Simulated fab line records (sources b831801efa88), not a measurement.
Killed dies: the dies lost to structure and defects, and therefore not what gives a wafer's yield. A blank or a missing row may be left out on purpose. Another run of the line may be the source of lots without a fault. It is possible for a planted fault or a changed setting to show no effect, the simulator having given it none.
fab line records    flow sky130
[record] lots = 12  wafers = 36  lastDay = 49
route steps=708 shown LDD_N@247 METAL2@486 VIA2@510
lots that met no fault: from a run of the same line without faults
startH: the number of hours between the record's first day and the start of the first shown wafer of the lot    waitH: hours from the lot's prior step to this one    " repeats the value in the row above    L1.1+2: one row covering several wafers at once    - either no value or no given start    * or withheld: withheld    < > ~ a bound
route shown NAME@n: names a module that has steps shown in the file, with the first one's number in the route    usual: mean/standard deviation taken from wafers without a fault    same: alike in all rows    chamber/n: place in a boat    sites: readings site by site    _std_site: how widely they spread, as a standard deviation    _edge_site: inner sites' mean taken away from outer sites' mean    radiusMm: how far each site lies from the wafer's centre    mask NAME#n: copy n    behind: the tool/chamber that last shaped the wafer    hold: reason for holding the lot/hours on hold/outcome of the hold    device: transistor that didn't switch, given as n, p or np    end of line: the same wafers' tests at the end of the route    for a step that has no rows: nothing shown but its recipe    killed: not the wafer's yield, but the dies lost to structure and defects at the first sort    map: the dies of a wafer, with x for killed, . for not killed, _ for no die there
set.NAME: the run value of the setting; set.NAME@STEP: its run value at that earlier step    model.NAME: the simulator's own value behind a step, which no gauge read
route steps across a sampled set of lots; one table per step, one row per wafer
services: a tool's chamber out of use, with start hour (startH, from the record's first day; less than 0 if before it), hours out, and reason
[[steps]]
[step SKY_LDD_N_IMPLANT_10]
[recipe] species = As  energyKev = 20  doseCm2 = 7.5e+13  tiltDeg = withheld  rotationDeg = 203
[usual] doseIonsCm2 = 7.5e+13/8.8e+10  faradayCurrentUA = 422/8.7
lot.wafer  tool          chamber  startH  waitH  doseIonsCm2  faradayCurrentUA
L280.1     implanter-01  0        390.12  0.1    7.491e+13    428
L280.2     "             0        "       "      7.487e+13    426
L280.5     "             0        "       "      7.489e+13    434
L281.2     implanter-01  0        401.93  0.1    7.502e+13    419
L281.3     "             0        "       "      7.501e+13    416
L281.5     "             0        "       "      7.491e+13    439
L282.2     implanter-01  0        416.28  0.1    7.499e+13    409
L282.4     "             0        "       "      7.501e+13    430
L282.6     "             0        "       "      7.482e+13    427
L283.1     implanter-01  0        424.32  0.1    7.493e+13    415
L283.2     "             0        "       "      7.494e+13    420
L283.3     "             0        "       "      7.505e+13    419
L285.2     implanter-01  0        432.98  0.1    7.511e+13    416
L285.4     "             0        "       "      7.511e+13    427
L285.5     "             0        "       "      7.506e+13    433
L286.2     implanter-01  0        451.43  0.1    7.504e+13    419
L286.3     "             0        "       "      7.481e+13    409
L286.4     "             0        "       "      7.496e+13    421
L287.1     implanter-03  0        464.57  0.1    7.486e+13    411
L287.3     "             0        "       "      7.487e+13    416
L287.4     "             0        "       "      7.479e+13    419
L288.1     implanter-03  0        466.45  0.1    7.502e+13    430
L288.2     "             0        "       "      7.498e+13    429
L288.5     "             0        "       "      7.499e+13    428
L290.1     implanter-01  0        486.36  0.1    7.506e+13    427
L290.3     "             0        "       "      7.51e+13     416
L290.5     "             0        "       "      7.504e+13    416
L295.2     implanter-03  0        527.29  0.1    7.506e+13    420
L295.4     "             0        "       "      7.501e+13    421
L295.6     "             0        "       "      7.506e+13    414
L299.2     implanter-03  0        560.98  0.1    4.978e+13    266
L299.3     "             0        "       "      4.976e+13    293
L299.4     "             0        "       "      4.996e+13    282
L300.2     implanter-03  0        572.28  0.1    4.99e+13     273
L300.3     "             0        "       "      4.988e+13    280
L300.5     "             0        "       "      5.002e+13    287
[step SKY_LDD_N_STRIP_16]
[recipe] chemistry = O2/N2  powerW = 1400  pressureMtorr = 1500  platenTempC = withheld  o2FlowSccm = 3000  n2FlowSccm = 300  overashFraction = 0.5
[usual] drypumpMotorCurrentA = 5.5/0.34  oesProductAu = 0.406/0.0045  stripTimeToEndpointS = 4.309/0.015
lot.wafer  tool            chamber  startH  waitH  drypumpMotorCurrentA  oesProductAu  rfHoursCounterH  stripTimeToEndpointS
L280.1     plasmaAsher-01  0        391.02  0.1    5.9                   0.410         69               4.316
L280.2     "               1        "       "      5.5                   0.406         69               4.316
L280.5     "               1        "       "      5.5                   0.405         -                4.303
L281.2     plasmaAsher-04  1        402.80  0.1    4.9                   0.406         60               4.286
L281.3     "               1        "       "      4.9                   0.412         -                4.302
L281.5     "               0        "       "      5.5                   0.401         -                4.297
L282.2     plasmaAsher-03  0        417.15  0.1    5.5                   0.404         73               4.288
L282.4     "               1        "       "      5.9                   0.417         -                4.292
L282.6     "               1        "       "      5.9                   0.401         -                4.306
L283.1     plasmaAsher-04  0        425.22  0.1    5.4                   0.407         63               4.324
L283.2     "               1        "       "      4.9                   0.403         63               4.314
L283.3     "               1        "       "      4.9                   0.406         -                4.330
L285.2     plasmaAsher-04  1        433.85  0.1    4.9                   0.406         64               4.319
L285.4     "               1        "       "      4.9                   0.406         -                4.319
L285.5     "               1        "       "      4.9                   0.402         -                4.324
L286.2     plasmaAsher-04  1        452.30  0.1    4.9                   0.407         66               4.303
L286.3     "               1        "       "      4.9                   0.406         -                4.318
L286.4     "               0        "       "      5.4                   0.409         -                4.323
L287.1     plasmaAsher-01  1        465.47  0.1    5.5                   0.407         77               4.302
L287.3     "               0        "       "      5.9                   0.408         -                4.296
L287.4     "               1        "       "      5.5                   0.400         -                4.319
L288.1     plasmaAsher-03  0        467.35  0.1    5.5                   0.405         3                4.311
L288.2     "               1        "       "      5.9                   0.403         3                4.300
L288.5     "               1        "       "      5.9                   0.401         -                4.331
L290.1     plasmaAsher-03  0        487.26  0.1    5.5                   0.410         5                4.295
L290.3     "               1        "       "      5.9                   0.408         -                4.316
L290.5     "               1        "       "      5.9                   0.405         -                4.323
L295.2     plasmaAsher-01  0        528.16  0.1    5.9                   0.400         83               4.290
L295.4     "               0        "       "      6.0                   0.409         -                4.295
L295.6     "               0        "       "      5.9                   0.400         -                4.293
L299.2     plasmaAsher-01  1        561.85  0.1    5.5                   0.395         86               4.267
L299.3     "               1        "       "      5.4                   0.407         -                4.239
L299.4     "               0        "       "      6.0                   0.410         -                4.239
L300.2     plasmaAsher-04  1        573.15  0.1    4.9                   0.409         77               4.235
L300.3     "               1        "       "      4.9                   0.402         -                4.256
L300.5     "               0        "       "      5.4                   0.405         -                4.257
[step SKY_METAL2_SPUTTER_03]
[recipe] material = Ti  targetThkNm = 5  powerW = 3000  timeS = 3.3  chamberPressurePa = 0.4
[usual] throttleValvePct = 29.9/1.1
lot.wafer  tool           chamber  startH  waitH  throttleValvePct
L280.1     pvdSputter-04  -        781.84  0.0    30.4
L280.2     "              -        "       "      31.0
L280.5     "              -        "       "      29.6
L281.2     pvdSputter-04  -        792.66  0.0    29.1
L281.3     "              -        "       "      29.6
L281.5     "              -        "       "      29.5
L282.2     pvdSputter-02  -        805.88  0.0    28.9
L282.4     "              -        "       "      31.6
L282.6     "              -        "       "      28.7
L283.1     pvdSputter-02  -        811.98  0.0    31.7
L283.2     "              -        "       "      29.1
L283.3     "              -        "       "      28.8
L285.2     pvdSputter-04  -        818.06  0.0    29.4
L285.4     "              -        "       "      29.8
L285.5     "              -        "       "      29.8
L286.2     pvdSputter-02  -        834.93  0.0    31.7
L286.3     "              -        "       "      28.9
L286.4     "              -        "       "      28.8
L287.1     pvdSputter-04  -        846.61  0.0    31.0
L287.3     "              -        "       "      29.7
L287.4     "              -        "       "      29.3
L288.1     pvdSputter-04  -        849.77  0.0    29.2
L288.2     "              -        "       "      29.6
L288.5     "              -        "       "      30.8
L290.1     pvdSputter-02  -        868.81  0.0    29.4
L290.3     "              -        "       "      28.3
L290.5     "              -        "       "      31.5
L295.2     pvdSputter-02  -        898.99  0.0    29.1
L295.4     "              -        "       "      29.1
L295.6     "              -        "       "      31.7
L299.2     pvdSputter-04  -        927.27  0.0    30.9
L299.3     "              -        "       "      29.7
L299.4     "              -        "       "      29.5
L300.2     pvdSputter-01  -        938.75  0.0    31.3
L300.3     "              -        "       "      28.8
L300.5     "              -        "       "      31.0
[step SKY_METAL2_STRIP_20]
[recipe] chemistry = O2/N2  powerW = 1400  pressureMtorr = 1500  platenTempC = withheld  o2FlowSccm = 3000  n2FlowSccm = 300  overashFraction = 0.5
[usual] drypumpMotorCurrentA = 5.5/0.34  oesProductAu = 0.344/0.0044  stripTimeToEndpointS = 2.70/0.031
lot.wafer  tool            chamber  startH  waitH  drypumpMotorCurrentA  oesProductAu  rfHoursCounterH  stripTimeToEndpointS
L280.1     plasmaAsher-04  0        808.93  0.1    5.4                   0.346         102              2.68
L280.2     "               1        "       "      4.9                   0.345         102              2.66
L280.5     "               1        "       "      4.9                   0.347         -                2.68
L281.2     plasmaAsher-02  0        819.83  0.1    5.6                   0.349         71               2.76
L281.3     "               1        "       "      5.6                   0.346         -                2.77
L281.5     "               1        "       "      5.6                   0.343         -                2.72
L282.2     plasmaAsher-02  0        832.37  0.1    5.7                   0.340         73               2.72
L282.4     "               1        "       "      5.6                   0.336         -                2.67
L282.6     "               1        "       "      5.6                   0.342         -                2.69
L283.1     plasmaAsher-02  1        838.72  0.1    5.6                   0.341         73               2.76
L283.2     "               0        "       "      5.7                   0.338         73               2.74
L283.3     "               1        "       "      5.6                   0.345         -                2.73
L285.2     plasmaAsher-04  1        845.77  0.1    4.9                   0.351         106              2.71
L285.4     "               1        "       "      4.9                   0.353         -                2.71
L285.5     "               1        "       "      4.9                   0.341         -                2.72
L286.2     plasmaAsher-02  1        861.12  0.1    5.6                   0.346         76               2.76
L286.3     "               1        "       "      5.6                   0.338         -                2.69
L286.4     "               0        "       "      5.7                   0.345         -                2.69
L287.1     plasmaAsher-01  1        872.66  0.1    5.4                   0.341         12               2.70
L287.3     "               1        "       "      5.4                   0.343         -                2.72
L287.4     "               0        "       "      6.0                   0.344         -                2.73
L288.1     plasmaAsher-01  1        876.08  0.1    5.5                   0.344         12               2.72
L288.2     "               0        "       "      5.9                   0.352         12               2.71
L288.5     "               0        "       "      5.9                   0.346         -                2.75
L290.1     plasmaAsher-02  1        894.36  0.1    5.6                   0.341         79               2.66
L290.3     "               1        "       "      5.6                   0.349         -                2.72
L290.5     "               1        "       "      5.6                   0.337         -                2.69
L295.2     plasmaAsher-01  1        924.31  0.1    5.4                   0.338         17               2.76
L295.4     "               0        "       "      5.9                   0.345         -                2.73
L295.6     "               1        "       "      5.5                   0.343         -                2.75
L299.2     plasmaAsher-04  1        952.07  0.1    4.9                   0.345         117              2.67
L299.3     "               0        "       "      5.4                   0.337         -                2.69
L299.4     "               1        "       "      4.9                   0.342         -                2.66
L300.2     plasmaAsher-04  1        963.23  0.1    4.9                   0.343         118              2.72
L300.3     "               0        "       "      5.4                   0.351         -                2.70
L300.5     "               0        "       "      5.5                   0.349         -                2.70
[step SKY_VIA2_BOW_MEAS_03]
[recipe] mode = bow
[usual] VIA2_BOW = 87/6.9
lot.wafer  tool          chamber  startH  waitH  VIA2_BOW[um]
L280.1     filmMetro-04  -        810.02  0.1    83
L280.2     "             -        "       "      79
L280.5     "             -        "       "      90
L281.2     filmMetro-04  -        821.17  0.1    92
L281.3     "             -        "       "      85
L281.5     "             -        "       "      91
L282.2     filmMetro-03  -        833.47  0.1    94
L282.4     "             -        "       "      79
L282.6     "             -        "       "      82
L283.1     filmMetro-04  -        839.83  0.2    84
L283.2     "             -        "       "      84
L283.3     "             -        "       "      94
L285.2     filmMetro-02  -        846.88  0.2    82
L285.4     "             -        "       "      86
L285.5     "             -        "       "      85
L286.2     filmMetro-03  -        862.23  0.1    84
L286.3     "             -        "       "      105
L286.4     "             -        "       "      87
L287.1     filmMetro-04  -        873.74  0.1    79
L287.3     "             -        "       "      80
L287.4     "             -        "       "      81
L288.1     filmMetro-02  -        877.16  0.1    89
L288.2     "             -        "       "      102
L288.5     "             -        "       "      92
L290.1     filmMetro-02  -        895.48  0.2    86
L290.3     "             -        "       "      87
L290.5     "             -        "       "      87
L295.2     filmMetro-02  -        925.68  0.1    86
L295.4     "             -        "       "      84
L295.6     "             -        "       "      81
L299.2     filmMetro-03  -        953.17  0.3    90
L299.3     "             -        "       "      80
L299.4     "             -        "       "      86
L300.2     filmMetro-03  -        964.38  0.1    84
L300.3     "             -        "       "      83
L300.5     "             -        "       "      85
[[services]]
tool            chamber  startH  hours  kind
plasmaAsher-02  -        376.84  2.1    repair
plasmaAsher-01  -        415.83  0.4    repair
pvdSputter-04   -        424.58  1.1    repair
plasmaAsher-01  -        431.53  0.6    repair
pvdSputter-04   -        433.91  6.2    repair
implanter-01    -        476.79  1.8    repair
pvdSputter-04   -        485.77  11.3   repair
implanter-01    -        496.41  213.8  pm
plasmaAsher-04  -        534.79  4.5    repair
plasmaAsher-04  -        624.06  4.9    repair
plasmaAsher-01  -        701.64  20.0   pm
pvdSputter-04   -        708.85  2.4    repair
implanter-01    -        710.19  2.7    pm
plasmaAsher-04  -        731.74  2.8    pm
plasmaAsher-01  -        733.75  9.0    pm
plasmaAsher-01  -        736.25  8.4    repair
implanter-01    -        738.79  2.6    repair
implanter-01    -        760.81  7.3    repair
pvdSputter-04   -        761.27  2.8    repair
plasmaAsher-04  -        767.82  5.9    pm
plasmaAsher-01  -        840.56  13.6   repair
pvdSputter-04   -        854.01  2.2    repair
pvdSputter-04   -        861.80  3.0    repair
plasmaAsher-01  -        921.10  0.9    repair
[[key]]
[firstSign] step = SKY_LDD_N_IMPLANT_10  reading = doseIonsCm2  direction = down  sigmas = 99+  usual = *  struck = *
[effect] step = SKY_LDD_N_IMPLANT_10  reading = faradayCurrentUA  direction = down  sigmas = 16  usual = 422  struck = 280
[effect] step = SKY_LDD_N_STRIP_16  reading = stripTimeToEndpointS  direction = down  sigmas = 4.1  usual = *  struck = *
metAt SKY_LDD_N_IMPLANT_10
struckLots L299,L300
testerLeftOut L299,L300
notActingAt SKY_METAL2_SPUTTER_03,SKY_METAL2_STRIP_20,SKY_VIA2_BOW_MEAS_03
onsetBetween 527.29 560.98
[fault] kind = processParameterDrift  tool = implanter-03  chamber = -  onsetH = 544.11  steps = SKY_LDD_N_IMPLANT_10  channel = doseCm2  offset = *  shape = step  endH = 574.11  actsIn = *  stated = *
// testerLeftOut: of these lots the tester's yield and bins aren't shown, on N5 and GAA mostly nor the transistor test; their killed dies are dies lost to structure and defects alone, not to doping, threshold or leakage, so they don't give the yield
